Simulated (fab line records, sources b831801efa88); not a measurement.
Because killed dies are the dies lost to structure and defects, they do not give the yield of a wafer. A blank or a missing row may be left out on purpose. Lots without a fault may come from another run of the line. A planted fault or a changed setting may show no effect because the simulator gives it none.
fab line records	flow gf180mcu
[record] lots = 5	wafers = 15	last-day = 32
route steps=602 shown VT_IMPLANT@112
lots untouched by any fault: they come from a run of this same line in which no faults occurred
start-h: start of the lot's first displayed wafer, in hours after the record's first day	wait-h: time in hours since the lot's previous step	" unchanged from the row above	L1.1+2: a single row standing in for several wafers	- no value present, or no start provided	* or withheld: withheld	< > ~ a bound
route shown NAME@n: NAME is a module with steps in the file, n the number in the route of the first one	usual: mean/standard deviation of fault-free wafers	same: alike in all rows	chamber/n: place in a boat	sites: the reading at each site	_std_site: the standard deviation of these	_edge_site: outer sites' mean less inner sites'	radius-mm: how far each site lies from the wafer's centre	mask NAME#n: copy n	behind: the tool/chamber that last shaped the wafer	hold: why the lot went on hold/how many hours it stayed there/how the hold came to an end	device: transistor that didn't switch, given as n, p or np	end of line: the route-end tests of the same wafers	a step without rows: its recipe alone	killed: at the first sort, the dies lost to defects and structure; wafer yield is something else	map: a wafer's dies, x killed, . not, _ none there
set.NAME: setting as actually run; set.NAME@STEP: the setting as run at that earlier step	model.NAME: the simulator's own value behind a step, which no gauge read
certain route steps with their lots: each step a table, each wafer a row
services: a tool's chamber out of use, with start hour (start-h, from the record's first day; less than 0 if before it), hours out, and reason
[[steps]]
[step GF_VT_IMPLANT_DEHYDRATE_22]
[recipe] temp-c = 200	time-s = 60
lot.wafer	tool	chamber	start-h	wait-h
L075.1+3+6	litho-track-02	0	139.08	6.6
L079.1+2+3	litho-track-02	0	173.13	7.6
L081.3+4+5	litho-track-02	0	174.38	7.7
L082.2+4+6	litho-track-01	0	188.08	7.7
L088.2+4+5	litho-track-02	0	228.15	8.4
[step GF_VT_IMPLANT_HMDS_23]
[recipe] prime-time-s = 60	prime-temp-c = 120
[same] prime-time-s = 60
lot.wafer	tool	chamber	start-h	wait-h
L075.1+3+6	litho-track-02	0	139.23	0.1
L079.1+2+3	litho-track-02	0	173.28	0.1
L081.3+4+5	litho-track-02	0	174.53	0.1
L082.2+4+6	litho-track-01	0	188.23	0.1
L088.2+4+5	litho-track-02	0	228.30	0.1
[step GF_VT_IMPLANT_COAT_24]
[recipe] resist = NOVOLAK	spin-rpm = 3000	resist-thk-nm = 1000
lot.wafer	tool	chamber	start-h	wait-h
L075.1+3+6	litho-track-02	0	139.38	0.1
L079.1+2+3	litho-track-02	0	173.43	0.1
L081.3+4+5	litho-track-02	0	174.68	0.1
L082.2+4+6	litho-track-01	0	188.38	0.1
L088.2+4+5	litho-track-02	0	228.45	0.1
[step GF_VT_IMPLANT_SOFTBAKE_25]
[recipe] temp-c = 90	time-s = 60	resist = NOVOLAK
lot.wafer	tool	chamber	start-h	wait-h
L075.1+3+6	litho-track-02	0	139.53	0.1
L079.1+2+3	litho-track-02	0	173.58	0.1
L081.3+4+5	litho-track-02	0	174.83	0.1
L082.2+4+6	litho-track-01	0	188.53	0.1
L088.2+4+5	litho-track-02	0	228.60	0.1
[step GF_VT_IMPLANT_EXPOSE_26]
[recipe] mask-id = LVPWELL_HV_AREA	target-cd-nm = 860	na = 0.6	source-shape = conventional	sigma-outer = 0.6	dose-mj = 140
[usual] focus-offset-nm = 0.1/0.54
lot.wafer	tool	chamber	start-h	wait-h	mask	focus-offset-nm
L075.1	iline-stepper-01	0	-	-	LVPWELL_HV_AREA#0	0.0
L075.3	"	0	"	"	LVPWELL_HV_AREA#0	-0.1
L075.6	"	0	"	"	LVPWELL_HV_AREA#0	-0.3
L079.1	iline-stepper-01	0	-	-	LVPWELL_HV_AREA#0	0.0
L079.2	"	0	"	"	LVPWELL_HV_AREA#0	0.5
L079.3	"	0	"	"	LVPWELL_HV_AREA#0	-0.4
L081.3	iline-stepper-02	0	-	-	LVPWELL_HV_AREA#0	0.1
L081.4	"	0	"	"	LVPWELL_HV_AREA#0	0.6
L081.5	"	0	"	"	LVPWELL_HV_AREA#0	0.8
L082.2	iline-stepper-02	0	-	-	LVPWELL_HV_AREA#0	-0.3
L082.4	"	0	"	"	LVPWELL_HV_AREA#0	0.2
L082.6	"	0	"	"	LVPWELL_HV_AREA#0	0.3
L088.2	iline-stepper-01	0	-	-	LVPWELL_HV_AREA#0	0.1
L088.4	"	0	"	"	LVPWELL_HV_AREA#0	0.7
L088.5	"	0	"	"	LVPWELL_HV_AREA#0	0.0
[step GF_VT_IMPLANT_PEB_27]
[recipe] temp-c = withheld	time-s = *	resist = NOVOLAK
lot.wafer	tool	chamber	start-h	wait-h
L075.1+3+6	litho-track-02	0	-	-
L079.1+2+3	litho-track-02	0	-	-
L081.3+4+5	litho-track-03	0	-	-
L082.2+4+6	litho-track-01	0	-	-
L088.2+4+5	litho-track-01	0	-	-
[step GF_VT_IMPLANT_DEVELOP_28]
[recipe] develop-time-s = 60	dev-temp-c = 23
lot.wafer	tool	chamber	start-h	wait-h
L075.1+3+6	litho-track-02	0	147.58	0.1
L079.1+2+3	litho-track-02	0	181.73	0.1
L081.3+4+5	litho-track-03	0	182.62	0.1
L082.2+4+6	litho-track-01	0	196.53	0.1
L088.2+4+5	litho-track-01	0	237.67	0.1
[step GF_VT_IMPLANT_OVL_MEAS_29]
[usual] VT_IMPLANT_02_OVL = 0.2/1.5
lot.wafer	tool	chamber	start-h	wait-h	VT_IMPLANT_02_OVL[nm]
L075.1	overlay-02	-	147.73	0.1	0.4
L075.3	"	-	"	"	3.3
L075.6	"	-	"	"	1.4
L079.1	overlay-01	-	181.88	0.1	-0.9
L079.2	"	-	"	"	-0.1
L079.3	"	-	"	"	-0.7
L081.3	overlay-01	-	182.73	0.1	-1.4
L081.4	"	-	"	"	-2.2
L081.5	"	-	"	"	0.4
L082.2	overlay-01	-	196.66	0.1	1.7
L082.4	"	-	"	"	3.5
L082.6	"	-	"	"	3.4
L088.2	overlay-01	-	237.81	0.1	-1.2
L088.4	"	-	"	"	-1.9
L088.5	"	-	"	"	0.6
[step GF_VT_IMPLANT_IMPLANT_30]
[recipe] species = B	energy-kev = 25	dose-cm2 = 2.534e+12	tilt-deg = 7
lot.wafer	tool	chamber	start-h	wait-h
L075.1+3+6	implanter-04	0	147.76	0.0
L079.1+2+3	implanter-03	0	181.91	0.0
L081.3+4+5	implanter-01	0	182.80	0.1
L082.2+4+6	implanter-04	0	196.71	0.0
L088.2+4+5	implanter-03	0	237.86	0.0
[step GF_VT_IMPLANT_STRIP_31]
[recipe] chemistry = O2/N2	power-w = 1400	pressure-mtorr = 1500	platen-temp-c = 250	o2-flow-sccm = 3000	n2-flow-sccm = 300	overash-fraction = 0.5
[usual] drypump-motor-current-A = 5.53/0.21	heater-power-w = 333/20	oes-product-au = 0.716/0.0046	strip-time-to-endpoint-s = 12.63/0.035
lot.wafer	tool	chamber	start-h	wait-h	drypump-motor-current-A	heater-power-w	oes-product-au	rf-hours-counter-h	strip-time-to-endpoint-s
L075.1	plasma-asher-03	1	147.91	0.1	5.89	380	0.718	3	12.62
L075.3	"	1	"	"	5.89	373	0.717	-	12.67
L075.6	"	0	"	"	5.52	323	0.711	-	12.68
L079.1	plasma-asher-03	1	182.06	0.1	5.89	374	0.724	7	12.65
L079.2	"	0	"	"	5.55	327	0.720	7	12.65
L079.3	"	1	"	"	5.91	365	0.716	-	12.66
L081.3	plasma-asher-04	1	182.94	0.1	5.43	335	0.724	-	12.67
L081.4	"	0	"	"	5.39	313	0.721	-	12.67
L081.5	"	0	"	"	5.39	311	0.717	-	12.68
L082.2	plasma-asher-03	1	196.84	0.1	5.89	377	0.716	9	12.66
L082.4	"	0	"	"	5.53	337	0.717	-	12.60
L082.6	"	0	"	"	5.52	325	0.724	-	12.68
L088.2	plasma-asher-04	1	237.99	0.1	5.42	340	0.716	44	12.60
L088.4	"	0	"	"	5.41	318	0.722	-	12.66
L088.5	"	0	"	"	5.38	316	0.719	-	12.65
[step GF_VT_IMPLANT_TW_MEAS_32]
[usual] VT_IMPLANT_3_TW = 268.8/2.4
lot.wafer	tool	chamber	start-h	wait-h	VT_IMPLANT_3_TW
L075.1	film-metro-02	-	148.01	0.1	264.1
L075.3	"	-	"	"	264.2
L075.6	"	-	"	"	264.2
L079.1	film-metro-01	-	182.16	0.1	269.1
L079.2	"	-	"	"	269.6
L079.3	"	-	"	"	269.4
L081.3	film-metro-02	-	183.02	0.1	264.3
L081.4	"	-	"	"	264.9
L081.5	"	-	"	"	264.1
L082.2	film-metro-02	-	196.95	0.1	266.7
L082.4	"	-	"	"	266.2
L082.6	"	-	"	"	266.4
L088.2	film-metro-04	-	238.10	0.1	269.8
L088.4	"	-	"	"	270.2
L088.5	"	-	"	"	271.5
[step GF_VT_IMPLANT_DEHYDRATE_33]
[recipe] temp-c = 200	time-s = 60
lot.wafer	tool	chamber	start-h	wait-h
L075.1+3+6	litho-track-01	0	154.25	6.2
L079.1+2+3	litho-track-01	0	190.30	8.1
L081.3+4+5	litho-track-03	0	191.02	8.0
L082.2+4+6	litho-track-02	0	205.45	8.5
L088.2+4+5	litho-track-01	0	246.97	8.9
[step GF_VT_IMPLANT_HMDS_34]
[recipe] prime-time-s = 60	prime-temp-c = 120
[same] prime-time-s = 60
lot.wafer	tool	chamber	start-h	wait-h
L075.1+3+6	litho-track-01	0	154.40	0.1
L079.1+2+3	litho-track-01	0	190.45	0.1
L081.3+4+5	litho-track-03	0	191.17	0.1
L082.2+4+6	litho-track-02	0	205.60	0.1
L088.2+4+5	litho-track-01	0	247.12	0.1
[step GF_VT_IMPLANT_COAT_35]
[recipe] resist = NOVOLAK	spin-rpm = 3000	resist-thk-nm = 1000
lot.wafer	tool	chamber	start-h	wait-h
L075.1+3+6	litho-track-01	0	154.55	0.1
L079.1+2+3	litho-track-01	0	190.60	0.1
L081.3+4+5	litho-track-03	0	191.32	0.1
L082.2+4+6	litho-track-02	0	205.75	0.1
L088.2+4+5	litho-track-01	0	247.27	0.1
[step GF_VT_IMPLANT_SOFTBAKE_36]
[recipe] temp-c = 90	time-s = 60	resist = NOVOLAK
lot.wafer	tool	chamber	start-h	wait-h
L075.1+3+6	litho-track-01	0	154.70	0.1
L079.1+2+3	litho-track-01	0	190.75	0.1
L081.3+4+5	litho-track-03	0	191.47	0.1
L082.2+4+6	litho-track-02	0	205.90	0.1
L088.2+4+5	litho-track-01	0	247.42	0.1
[step GF_VT_IMPLANT_EXPOSE_37]
[recipe] mask-id = Nwell_HV_AREA	target-cd-nm = 860	na = 0.6	source-shape = conventional	sigma-outer = 0.6	dose-mj = 140
[usual] focus-offset-nm = 0.0/0.46
lot.wafer	tool	chamber	start-h	wait-h	mask	focus-offset-nm
L075.1	iline-stepper-01	0	-	-	Nwell_HV_AREA#0	-0.2
L075.3	"	0	"	"	Nwell_HV_AREA#0	-0.1
L075.6	"	0	"	"	Nwell_HV_AREA#0	-0.1
L079.1	iline-stepper-01	0	-	-	Nwell_HV_AREA#0	0.1
L079.2	"	0	"	"	Nwell_HV_AREA#0	0.5
L079.3	"	0	"	"	Nwell_HV_AREA#0	1.0
L081.3	iline-stepper-01	0	-	-	Nwell_HV_AREA#0	-0.2
L081.4	"	0	"	"	Nwell_HV_AREA#0	-0.4
L081.5	"	0	"	"	Nwell_HV_AREA#0	0.1
L082.2	iline-stepper-02	0	-	-	Nwell_HV_AREA#0	0.4
L082.4	"	0	"	"	Nwell_HV_AREA#0	0.0
L082.6	"	0	"	"	Nwell_HV_AREA#0	-0.5
L088.2	iline-stepper-01	0	-	-	Nwell_HV_AREA#0	-0.2
L088.4	"	0	"	"	Nwell_HV_AREA#0	0.3
L088.5	"	0	"	"	Nwell_HV_AREA#0	0.7
[step GF_VT_IMPLANT_PEB_38]
[recipe] temp-c = withheld	time-s = *	resist = NOVOLAK
lot.wafer	tool	chamber	start-h	wait-h
L075.1+3+6	litho-track-03	0	-	-
L079.1+2+3	litho-track-02	0	-	-
L081.3+4+5	litho-track-02	0	-	-
L082.2+4+6	litho-track-02	0	-	-
L088.2+4+5	litho-track-01	0	-	-
[step GF_VT_IMPLANT_DEVELOP_39]
[recipe] develop-time-s = 60	dev-temp-c = 23
lot.wafer	tool	chamber	start-h	wait-h
L075.1+3+6	litho-track-03	0	162.77	0.1
L079.1+2+3	litho-track-02	0	199.23	0.1
L081.3+4+5	litho-track-02	0	199.88	0.1
L082.2+4+6	litho-track-02	0	214.55	0.1
L088.2+4+5	litho-track-01	0	256.47	0.1
[step GF_VT_IMPLANT_OVL_MEAS_40]
[usual] VT_IMPLANT_03_OVL = 0.2/1.6
lot.wafer	tool	chamber	start-h	wait-h	VT_IMPLANT_03_OVL[nm]
L075.1	overlay-02	-	162.92	0.1	2.2
L075.3	"	-	"	"	3.7
L075.6	"	-	"	"	2.1
L079.1	overlay-02	-	199.38	0.1	2.0
L079.2	"	-	"	"	-0.9
L079.3	"	-	"	"	0.3
L081.3	overlay-01	-	199.99	0.1	1.2
L081.4	"	-	"	"	0.8
L081.5	"	-	"	"	0.6
L082.2	overlay-02	-	214.68	0.1	-0.9
L082.4	"	-	"	"	-3.1
L082.6	"	-	"	"	-0.7
L088.2	overlay-01	-	256.61	0.1	-0.8
L088.4	"	-	"	"	-1.1
L088.5	"	-	"	"	-0.6
[step GF_VT_IMPLANT_IMPLANT_41]
[recipe] species = As	energy-kev = 70	dose-cm2 = 1.013e+12	tilt-deg = 7
lot.wafer	tool	chamber	start-h	wait-h
L075.1+3+6	implanter-03	0	162.95	0.0
L079.1+2+3	implanter-01	0	199.41	0.0
L081.3+4+5	implanter-01	0	200.06	0.1
L082.2+4+6	implanter-01	0	214.74	0.0
L088.2+4+5	implanter-04	0	256.66	0.0
[step GF_VT_IMPLANT_STRIP_42]
[recipe] chemistry = O2/N2	power-w = 1400	pressure-mtorr = 1500	platen-temp-c = 250	o2-flow-sccm = 3000	n2-flow-sccm = 300	overash-fraction = 0.5
[usual] drypump-motor-current-A = 5.56/0.26	heater-power-w = 331/20	oes-product-au = 0.716/0.005	strip-time-to-endpoint-s = 12.63/0.039
lot.wafer	tool	chamber	start-h	wait-h	drypump-motor-current-A	heater-power-w	oes-product-au	rf-hours-counter-h	strip-time-to-endpoint-s
L075.1	plasma-asher-04	0	163.10	0.1	5.37	313	0.707	38	12.62
L075.3	"	1	"	"	5.42	330	0.716	-	12.64
L075.6	"	0	"	"	5.38	314	0.709	-	12.61
L079.1	plasma-asher-04	1	199.56	0.1	5.41	335	0.713	41	12.63
L079.2	"	0	"	"	5.36	313	0.718	41	12.64
L079.3	"	1	"	"	5.42	332	0.714	-	12.64
L081.3	plasma-asher-01	0	200.20	0.1	5.25	312	0.716	-	12.62
L081.4	"	1	"	"	5.95	329	0.721	-	12.62
L081.5	"	1	"	"	5.91	327	0.722	-	12.65
L082.2	plasma-asher-01	0	214.86	0.1	5.25	315	0.716	56	12.66
L082.4	"	1	"	"	5.90	322	0.717	-	12.69
L082.6	"	0	"	"	5.24	315	0.716	-	12.64
L088.2	plasma-asher-01	1	256.79	0.1	5.92	325	0.711	60	12.57
L088.4	"	1	"	"	5.94	325	0.715	-	12.58
L088.5	"	1	"	"	5.89	332	0.711	-	12.59
[step GF_VT_IMPLANT_TW_MEAS_43]
[usual] VT_IMPLANT_4_TW = 690/6.5
lot.wafer	tool	chamber	start-h	wait-h	VT_IMPLANT_4_TW
L075.1	film-metro-01	-	163.20	0.1	695
L075.3	"	-	"	"	692
L075.6	"	-	"	"	694
L079.1	film-metro-02	-	199.66	0.1	684
L079.2	"	-	"	"	685
L079.3	"	-	"	"	686
L081.3	film-metro-04	-	200.28	0.1	691
L081.4	"	-	"	"	694
L081.5	"	-	"	"	697
L082.2	film-metro-04	-	214.97	0.1	692
L082.4	"	-	"	"	694
L082.6	"	-	"	"	691
L088.2	film-metro-02	-	256.90	0.1	678
L088.4	"	-	"	"	678
L088.5	"	-	"	"	681
[step GF_VT_IMPLANT_CLEAN_44]
[recipe] chemistry = SC1/SC2	mix = 1:4:20	temp-c = 70	time-s = 150	dry = n2-spin
lot.wafer	tool	chamber	start-h	wait-h
L075.1+3+6	wet-bench-02	2	163.26	0.1
L079.1+2+3	wet-bench-02	0	199.72	0.1
L081.3+4+5	wet-bench-03	3	200.32	0.0
L082.2+4+6	wet-bench-02	2	215.02	0.0
L088.2+4+5	wet-bench-02	2	256.95	0.0
[step GF_VT_IMPLANT_RTA_45]
[recipe] temp-c = 1050	time-s = 30	ambient = N2
[usual] anneal-temp-c-max = 1056.1/2.4	lamp-power-pct = 37.4/0.56	wafer_temp_C_max = 1054.7/1.2
lot.wafer	tool	chamber	start-h	wait-h	anneal-temp-c-max	lamp-power-pct	wafer_temp_C_max
L075.1	rtp-anneal-01	0	163.38	0.0	1055.8	37.9	1054.0
L075.3	"	0	"	"	1053.1	37.9	1053.2
L075.6	"	0	"	"	1053.3	37.9	1053.9
L079.1	rtp-anneal-02	0	199.78	0.0	1057.9	36.8	1055.5
L079.2	"	0	"	"	1059.0	36.8	1057.0
L079.3	"	0	"	"	1061.0	36.8	1055.6
L081.3	rtp-anneal-02	0	200.41	0.0	1059.3	36.8	1054.3
L081.4	"	0	"	"	1058.5	36.8	1057.8
L081.5	"	0	"	"	1058.6	36.8	1057.2
L082.2	rtp-anneal-02	0	215.09	0.0	1057.2	36.9	1056.3
L082.4	"	0	"	"	1058.4	36.8	1054.1
L082.6	"	0	"	"	1058.1	36.8	1054.5
L088.2	rtp-anneal-02	0	257.02	0.0	1056.8	36.8	1053.2
L088.4	"	0	"	"	1059.3	36.8	1055.8
L088.5	"	0	"	"	1060.8	36.8	1055.2
[[services]]
tool	chamber	start-h	hours	kind
plasma-asher-03	0	117.75	-	clean
plasma-asher-03	1	117.75	-	clean
implanter-03	-	123.61	2.0	repair
iline-stepper-01	-	126.58	4.4	pm
implanter-01	-	137.87	2.8	repair
iline-stepper-01	-	161.43	4.1	repair
iline-stepper-02	-	165.56	1.7	pm
plasma-asher-04	-	191.48	7.8	repair
implanter-01	-	203.48	3.0	repair
implanter-03	-	252.06	2.3	repair
iline-stepper-01	-	256.33	1.7	pm
[[key]]
fault none
